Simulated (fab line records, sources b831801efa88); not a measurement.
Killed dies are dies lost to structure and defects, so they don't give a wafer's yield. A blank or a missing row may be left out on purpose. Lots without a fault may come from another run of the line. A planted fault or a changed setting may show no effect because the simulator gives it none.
fab line records | flow sky130
record lots=11 wafers=33 last_day=50
route steps=708 shown METAL3@565 CAP2M@615 PASSIVATION@692 PAD_OPEN@708
lots that met no fault: from a run of the same line without faults
start_h: hours from the record's first day to the start of the lot's first wafer shown | wait_h: hours since the lot's step before | " the same as in the row above | L1.1+2: a row that stands for several wafers | - no value, or no start given | * or withheld: withheld | < > ~ a bound
route shown NAME@n: a module of which the file shows steps, and the number in the route of the first | usual: mean/standard deviation of fault-free wafers | same: alike in all rows | chamber/n: place in a boat | sites: the reading at each site | _std_site: their standard deviation | _edge_site: outer sites' mean less inner sites' | radius_mm: how far each site lies from the wafer's centre | mask NAME#n: copy n | behind: the tool/chamber that last shaped the wafer | hold: why the lot was held/for how many hours/how that ended | device: the transistor (n, p or np) that didn't switch | end of line: the same wafers' tests at the end of the route | a step without rows: its recipe alone | killed: dies lost to structure and defects at the first sort, not the wafer's yield | map: a wafer's dies, x killed, . not, _ none there
set.NAME: the setting as run; set.NAME@STEP: as run at that earlier step | model.NAME: the simulator's own value behind a step, which no gauge read
steps of the route over a sample of lots; a table a step, a row a wafer
services: from which hour (start_h, from the record's first day; less than 0 if before it) a tool's chamber was out of use, for how many hours, and why
## steps
# step SKY_METAL3_DESCUM_15
# recipe chemistry=O2 source_power_w=150 bias_power_w=0 pressure_mtorr=10 temp_c=40 time_s=8
# usual drypump_motor_current_A=5.7/0.59 oes_product_au=0.998/0.0082
# columns lot.wafer tool chamber start_h wait_h drypump_motor_current_A oes_product_au rf_hours_counter_h
L412.1 rie_metal-03 0 940.82 0.0 5.3 0.999 6
L412.2 " 1 " " 5.8 0.986 2
L412.6 " 1 " " 5.8 0.998 -
L413.2 rie_metal-04 0 944.90 0.0 6.1 0.997 2
L413.3 " 0 " " 6.1 0.995 -
L413.6 " 1 " " 6.7 0.994 -
L414.2 rie_metal-04 1 954.35 0.0 6.7 0.995 12
L414.3 " 1 " " 6.7 0.995 -
L414.4 " 0 " " 6.1 0.986 -
L415.2 rie_metal-04 1 955.67 0.0 6.7 0.991 12
L415.3 " 1 " " 6.8 0.997 -
L415.4 " 0 " " 6.1 0.982 -
L416.4 rie_metal-03 1 967.62 0.0 5.7 0.993 -
L416.5 " 0 " " 5.3 1.004 -
L416.6 " 1 " " 5.8 0.986 -
L418.2 rie_metal-03 0 994.76 0.0 5.3 0.999 -
L418.3 " 0 " " 5.3 1.006 -
L418.4 " 0 " " 5.3 0.991 -
L419.1 rie_metal-01 0 996.91 0.0 4.9 1.009 16
L419.3 " 0 " " 4.9 1.009 -
L419.5 " 1 " " 5.7 0.998 -
L420.2 rie_metal-04 0 1000.26 0.0 6.1 1.001 5
L420.4 " 1 " " 6.7 1.002 -
L420.5 " 1 " " 6.7 1.000 -
L423.1 rie_metal-04 1 1017.07 0.0 6.7 0.998 15
L423.2 " 0 " " 6.1 0.993 5
L423.5 " 1 " " 6.7 0.988 -
L424.2 rie_metal-04 0 1019.75 0.0 6.1 0.987 5
L424.3 " 0 " " 6.0 0.988 -
L424.6 " 0 " " 6.0 0.988 -
L428.3 rie_metal-01 0 1045.03 0.0 4.9 1.009 -
L428.4 " 1 " " 5.8 0.999 -
L428.5 " 1 " " 5.7 1.007 -
# step SKY_METAL3_ETCH_17
# recipe target=SiO2 stop_on=TiN chemistry=C4F8/O2/Ar source_w=1500 bias_w=1200 pressure_mtorr=40 c4f8_flow_sccm=withheld O2_flow_sccm=6 Ar_flow_sccm=300 time_s=3.9 target_depth_a=150
# usual oes_product_au=0.752/0.0069
# columns lot.wafer tool chamber start_h wait_h oes_product_au rf_hours_counter_h
L412.1 rie_diel-02 3 940.95 0.1 0.750 8
L412.2 " 0 " " 0.745 7
L412.6 " 2 " " 0.754 -
L413.2 rie_diel-03 0 945.03 0.1 0.762 11
L413.3 " 3 " " 0.749 27
L413.6 " 2 " " 0.758 -
L414.2 rie_diel-03 1 954.48 0.1 0.747 6
L414.3 " 3 " " 0.747 27
L414.4 " 2 " " 0.748 19
L415.2 rie_diel-02 0 955.80 0.1 0.765 7
L415.3 " 2 " " 0.753 13
L415.4 " 3 " " 0.757 -
L416.4 rie_diel-04 0 967.75 0.0 0.748 -
L416.5 " 3 " " 0.758 -
L416.6 " 2 " " 0.748 -
L418.2 rie_diel-03 1 995.01 0.1 0.751 8
L418.3 " 2 " " 0.742 20
L418.4 " 0 " " 0.762 -
L419.1 rie_diel-03 1 997.04 0.1 0.749 8
L419.3 " 0 " " 0.757 13
L419.5 " 1 " " 0.766 -
L420.2 rie_diel-03 0 1000.39 0.1 0.761 13
L420.4 " 1 " " 0.762 -
L420.5 " 2 " " 0.760 -
L423.1 rie_diel-04 3 1017.20 0.1 0.762 17
L423.2 " 1 " " 0.751 7
L423.5 " 3 " " 0.755 -
L424.2 rie_diel-02 0 1019.88 0.1 0.752 9
L424.3 " 3 " " 0.756 11
L424.6 " 1 " " 0.755 -
L428.3 rie_diel-04 2 1045.15 0.0 0.746 26
L428.4 " 0 " " 0.759 22
L428.5 " 3 " " 0.760 -
# step SKY_CAP2M_OVL_MEAS_12
# usual CAP2M_OVL=-0.9/1.3
# columns lot.wafer tool chamber start_h wait_h CAP2M_OVL[nm]
L412.1 overlay-02 - 991.85 0.1 -2.2
L412.2 " - " " -1.9
L412.6 " - " " -0.6
L413.2 overlay-01 - 996.41 0.1 -2.0
L413.3 " - " " -0.5
L413.6 " - " " -0.9
L414.2 overlay-02 - 1004.48 0.1 3.1
L414.3 " - " " 0.3
L414.4 " - " " -0.5
L415.2 overlay-01 - 1005.38 0.1 -3.1
L415.3 " - " " -1.1
L415.4 " - " " -1.9
L416.4 overlay-01 - 1017.23 0.1 -1.6
L416.5 " - " " -2.1
L416.6 " - " " -4.2
L418.2 overlay-01 - 1043.02 0.1 0.3
L418.3 " - " " -0.7
L418.4 " - " " 1.4
L419.1 overlay-01 - 1045.15 0.1 -0.3
L419.3 " - " " 1.0
L419.5 " - " " -1.7
L420.2 overlay-02 - 1048.03 0.1 -0.7
L420.4 " - " " -2.0
L420.5 " - " " 1.2
L423.1 overlay-02 - 1063.37 0.1 -0.5
L423.2 " - " " -2.0
L423.5 " - " " -2.1
L424.2 overlay-02 - 1066.86 0.1 -1.6
L424.3 " - " " -1.5
L424.6 " - " " -1.0
L428.3 overlay-01 - 1090.79 0.1 -0.4
L428.4 " - " " -0.6
L428.5 " - " " -1.0
# step SKY_PASSIVATION_ETCH_11
# recipe chemistry=CF4/O2 target_depth_nm=725 stop_on=AlCu source_w=800 bias_w=150 pressure_mtorr=150 cf4_flow_sccm=80 O2_flow_sccm=10 time_s=161.1
# usual drypump_motor_current_A=5.8/0.33 oes_product_au=0.972/0.0073 throttle_valve_pct=5.962/0.0092
# columns lot.wafer tool chamber start_h wait_h drypump_motor_current_A oes_product_au rf_hours_counter_h throttle_valve_pct
L412.1 rie_diel-03 3 1083.96 - 6.2 0.966 3 5.973
L412.2 " 0 " " 5.2 0.964 17 5.954
L412.6 " 0 " " 5.2 0.969 - 5.959
L413.2 rie_diel-04 1 1088.92 - 6.0 0.969 9 5.969
L413.3 " 3 " " 6.3 0.951 20 5.963
L413.6 " 1 " " 6.0 0.975 - 5.963
L414.2 rie_diel-02 0 1096.07 - 5.5 0.970 11 5.983
L414.3 " 2 " " 5.7 0.972 18 5.964
L414.4 " 3 " " 5.9 0.976 14 5.960
L415.2 rie_diel-03 3 1096.81 - 6.2 0.962 3 5.955
L415.3 " 2 " " 6.2 0.973 23 5.949
L415.4 " 0 " " 5.2 0.963 17 5.959
L416.4 rie_diel-03 0 1106.33 - 5.2 0.963 18 5.970
L416.5 " 2 " " 6.3 0.976 - 5.960
L416.6 " 1 " " 5.8 0.973 - 5.970
L418.2 rie_diel-04 2 1130.38 - 5.4 0.967 29 5.971
L418.3 " 0 " " 5.5 0.974 25 5.948
L418.4 " 3 " " 6.2 0.982 22 5.979
L419.1 rie_diel-04 2 1132.86 - 5.3 0.971 29 5.966
L419.3 " 0 " " 5.5 0.965 26 5.949
L419.5 " 3 " " 6.3 0.977 - 5.949
L420.2 rie_diel-04 0 1135.01 - 5.5 0.962 26 5.958
L420.4 " 3 " " 6.3 0.968 22 5.970
L420.5 " 3 " " 6.3 0.974 - 5.954
L423.1 rie_diel-04 2 1147.53 - 5.4 0.970 30 5.960
L423.2 " 1 " " 6.1 0.979 12 5.958
L423.5 " 2 " " 5.4 0.967 - 5.965
L424.2 rie_diel-02 2 1150.18 - 5.8 0.971 20 5.965
L424.3 " 1 " " 5.6 0.981 6 5.959
L424.6 " 2 " " 5.8 0.985 - 5.954
L428.3 rie_diel-02 3 1170.56 - 5.9 0.982 16 5.942
L428.4 " 2 " " 5.8 0.978 21 5.969
L428.5 " 1 " " 5.6 0.986 - 5.960
# step SKY_PASSIVATION_STRIP_12
# recipe chemistry=O2/N2 power_w=1400 pressure_mtorr=1500 platen_temp_c=withheld overash_fraction=0.7 o2_flow_sccm=3000 n2_flow_sccm=300
# usual drypump_motor_current_A=5.56/0.25 oes_product_au=0.661/0.0048 strip_time_to_endpoint_s=31.62/0.16
# columns lot.wafer tool chamber start_h wait_h drypump_motor_current_A oes_product_au rf_hours_counter_h strip_time_to_endpoint_s
L412.1 plasma_asher-03 1 1084.06 0.1 5.25 0.660 2 31.62
L412.2 " 0 " " 5.41 0.661 2 31.79
L412.6 " 0 " " 5.39 0.663 - 31.81
L413.2 plasma_asher-04 1 1089.02 0.1 5.87 0.663 98 31.56
L413.3 " 0 " " 5.69 0.664 - 31.63
L413.6 " 1 " " 5.85 0.661 - 31.60
L414.2 plasma_asher-03 0 1096.17 0.1 5.47 0.655 3 31.65
L414.3 " 1 " " 5.19 0.654 - 31.65
L414.4 " 0 " " 5.41 0.665 - 31.55
L415.2 plasma_asher-01 0 1096.91 0.1 5.34 0.659 64 31.54
L415.3 " 0 " " 5.33 0.667 - 31.69
L415.4 " 1 " " 5.83 0.661 - 31.82
L416.4 plasma_asher-04 0 1106.47 0.1 5.67 0.657 - 31.81
L416.5 " 1 " " 5.86 0.663 - 31.74
L416.6 " 0 " " 5.69 0.659 - 31.81
L418.2 plasma_asher-01 0 1130.48 0.1 5.35 0.663 69 31.80
L418.3 " 1 " " 5.83 0.656 - 31.93
L418.4 " 0 " " 5.34 0.657 - 31.83
L419.1 plasma_asher-01 0 1132.96 0.1 5.33 0.667 69 31.73
L419.3 " 1 " " 5.82 0.665 - 31.82
L419.5 " 1 " " 5.83 0.663 - 31.70
L420.2 plasma_asher-01 0 1135.11 0.1 5.34 0.664 70 31.63
L420.4 " 1 " " 5.84 0.658 - 31.65
L420.5 " 0 " " 5.34 0.663 - 31.63
L423.1 plasma_asher-03 0 1147.63 0.1 5.41 0.661 10 31.56
L423.2 " 1 " " 5.19 0.661 10 28.67
L423.5 " 1 " " 5.18 0.655 - 31.52
L424.2 plasma_asher-01 0 1150.28 0.1 5.34 0.652 71 31.33
L424.3 " 1 " " 5.82 0.653 - 31.31
L424.6 " 1 " " 5.83 0.661 - 31.22
L428.3 plasma_asher-03 0 1170.70 0.1 5.41 0.664 - 31.61
L428.4 " 1 " " 5.15 0.662 - 31.76
L428.5 " 0 " " 5.41 0.658 - 31.63
# step SKY_PAD_OPEN_PROBE_99
# usual defect_limited_yield=82.3/1.9 killed_at_M0_to_M3=44/6.9 killed_at_M4_up=3.3/2.1 killed_at_contacts=24/4.8 killed_at_front_end=15/4.4 killed_at_other=0.2/0.48 killed_dies=87/9.5 killed_open=48/6.5 killed_short=39/6.3 sort_bin_3_pad_short=0.9/0.48 sort_bin_5_function=10.5/1.5 sort_bin_6_memory=6.3/1.1 sort_n_pass=405/9.5 sort_yield_pct=82.3/1.9
# same gross_dies=492 killed_at_back_side=0 sort_bin_4_leakage[%]=0 sort_bin_8_speed[%]=0
# columns lot.wafer tool chamber start_h wait_h defect_limited_yield[%] killed_at_M0_to_M3 killed_at_M4_up killed_at_contacts killed_at_front_end killed_at_other killed_dies killed_open killed_short sort_bin_3_pad_short[%] sort_bin_5_function[%] sort_bin_6_memory[%] sort_n_pass sort_yield_pct[%]
L419.1 prober-02 - 1153.50 0.1 81.5 39 9 22 20 1 91 46 44 1.0 10.0 7.5 401 81.5
L419.3 prober-02 - 1153.60 0.2 83.3 36 2 28 16 0 82 43 39 1.4 8.7 6.5 410 83.3
L419.5 prober-02 - 1153.70 0.2 83.9 36 4 22 17 0 79 44 35 0.2 10.0 5.9 413 83.9
L420.2 prober-01 - 1155.21 0.1 82.5 49 2 25 10 0 86 49 37 1.2 11.0 5.3 406 82.5
L420.4 prober-01 - 1155.31 0.2 82.1 51 1 24 12 0 88 47 41 0.2 11.6 6.1 404 82.1
L420.5 prober-01 - 1155.36 0.2 82.7 47 1 28 9 0 85 46 39 1.6 9.3 6.3 407 82.7
# killed by level:class
L419.1 VIA1:geometric_particle:open=11 LI_CONTACT:geometric_particle:open=8 FIELD_ISO:geometric_particle:short=7 CONTACT:geometric_particle:open=7 METAL4:geometric_particle:short=7 FIELD_ISO:geometric_particle:open=6 METAL2:geometric_particle:short=6 METAL1:geometric_particle:short=6
L419.3 CONTACT:geometric_particle:open=11 VIA1:geometric_particle:open=10 FIELD_ISO:geometric_particle:short=8 LI_CONTACT:geometric_particle:open=6 METAL1:geometric_particle:short=6 CONTACT:geometric_particle:short=5 FIELD_ISO:geometric_particle:open=4 VIA1:geometric_particle:short=4
L419.5 VIA2:geometric_particle:open=10 VIA1:geometric_particle:open=9 CONTACT:geometric_particle:open=8 FIELD_ISO:geometric_particle:short=6 LOCAL_INTERCONNECT:geometric_particle:short=6 VIA3:geometric_particle:open=6 CONTACT:geometric_particle:short=4 FIELD_ISO:geometric_particle:open=3
L420.2 VIA1:geometric_particle:open=14 CONTACT:geometric_particle:open=10 LI_CONTACT:geometric_particle:open=7 VIA2:geometric_particle:short=6 VIA3:geometric_particle:open=5 METAL1:geometric_particle:short=5 METAL2:geometric_particle:short=5 VIA2:geometric_particle:open=5
L420.4 CONTACT:geometric_particle:open=13 VIA1:geometric_particle:open=12 CONTACT:geometric_particle:short=7 METAL2:geometric_particle:short=7 METAL1:geometric_particle:short=7 VIA2:geometric_particle:open=7 VIA2:geometric_particle:short=5 VIA3:geometric_particle:open=4
L420.5 CONTACT:geometric_particle:open=11 VIA1:geometric_particle:open=8 VIA3:geometric_particle:open=7 METAL2:geometric_particle:short=6 CONTACT:geometric_particle:short=5 VIA2:geometric_particle:open=5 METAL3:geometric_particle:short=5 LI_CONTACT:geometric_particle:open=4
## services
# columns tool chamber start_h hours kind
rie_diel-04 3 940.00 16.2 repair
rie_diel-04 1 944.27 45.8 repair
rie_diel-04 - 960.90 0.2 repair
plasma_asher-04 - 962.06 0.3 repair
rie_diel-02 0 970.01 13.3 repair
rie_diel-04 0 974.19 5.4 repair
rie_diel-03 3 986.10 3.6 repair
rie_diel-03 3 989.73 - clean
rie_diel-03 3 989.73 - consumable_replace:showerhead
rie_diel-03 3 989.73 14.4 scheduled_down
rie_metal-03 1 993.58 17.2 repair
rie_diel-03 3 1022.17 11.0 repair
rie_metal-01 - 1045.68 0.2 repair
plasma_asher-03 - 1055.25 9.0 pm
rie_diel-04 0 1058.53 6.8 repair
rie_diel-02 0 1071.73 5.4 repair
rie_metal-04 0 1089.92 3.0 repair
rie_diel-04 1 1097.60 3.7 repair
plasma_asher-01 - 1108.41 0.9 repair
plasma_asher-04 - 1120.74 14.6 pm
rie_diel-02 1 1135.07 4.1 repair
rie_diel-04 2 1137.15 2.6 repair
rie_metal-04 - 1138.50 2.8 pm
rie_diel-04 3 1154.25 6.1 repair
## key
first_sign step=SKY_PASSIVATION_STRIP_12 reading=strip_time_to_endpoint_s direction=down sigmas=19 usual=* struck=*
effect none on later readings
met_at SKY_PASSIVATION_ETCH_11
struck_lots L423
struck_wafers L423.2
not_acting_at SKY_METAL3_DESCUM_15,SKY_METAL3_ETCH_17,SKY_CAP2M_OVL_MEAS_12
onset_between 1135.01 1147.53
fault kind=process_parameter_drift tool=rie_diel-04 chamber=- onset_h=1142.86 steps=SKY_PASSIVATION_ETCH_11 channel=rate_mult offset=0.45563 shape=step end_h=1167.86 scope=struck_wafers_only
